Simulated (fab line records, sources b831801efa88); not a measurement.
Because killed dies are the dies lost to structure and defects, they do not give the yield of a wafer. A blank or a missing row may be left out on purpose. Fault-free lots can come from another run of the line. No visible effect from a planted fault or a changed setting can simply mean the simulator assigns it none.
Matching of chambers -- flow gf180mcu -- GF_POLY_GATE_ETCH_13 on rie_si-01 has 4 sister chambers
The step etches poly-Si in HBr/Cl2, stops on SiO2, target depth 198.5 nm, time 69.6 s. 4 wafers are shown with their chamber, then 7 later ones without.

WAFERS WITH THEIR CHAMBER
wafer,chamber,oes_product_au (a.u.)
L204.3,0,0.986
L205.6,1,0.996
L206.4,2,0.998
L206.5,3,0.988

WAFERS WITHOUT THEIR CHAMBER
wafer,oes_product_au (a.u.)
L206.6,0.985
L220.1,0.988
L220.2,1.001
L220.3,0.991
L222.1,0.991
L222.2,0.999
L222.3,0.975

EACH ONE'S CHAMBER
wafer,from the rows above,in truth
L206.6,can't be placed: 0 or 3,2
L220.1,can't be placed: 3 or 0 or 1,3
L220.2,can't be placed: 2 or 1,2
L220.3,can't be placed: 3 or 0 or 1 or 2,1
L222.1,can't be placed: 3 or 0 or 1 or 2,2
L222.2,can't be placed: 2 or 1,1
L222.3,can't be placed: 0 or 3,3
0 of 7 placed correctly. From these rows, 7 cannot be placed; in 6 the true chamber is one of the candidates. Number placed wrongly: 0.
How it was worked out, from the rows above alone: a wafer's distance from a chamber is the root of the sum, over the readings, of the square of ((its reading less the chamber's mean) divided by the reading's scatter). If the next closest chamber is less than 2 further off than the closest, the wafer can't be placed; otherwise it belongs to the closest. The mean given for a chamber averages the wafers shown for that chamber. The scatter: root of mean squared gap, hidden wafer to nearest shown wafer, with one shown wafer a chamber.
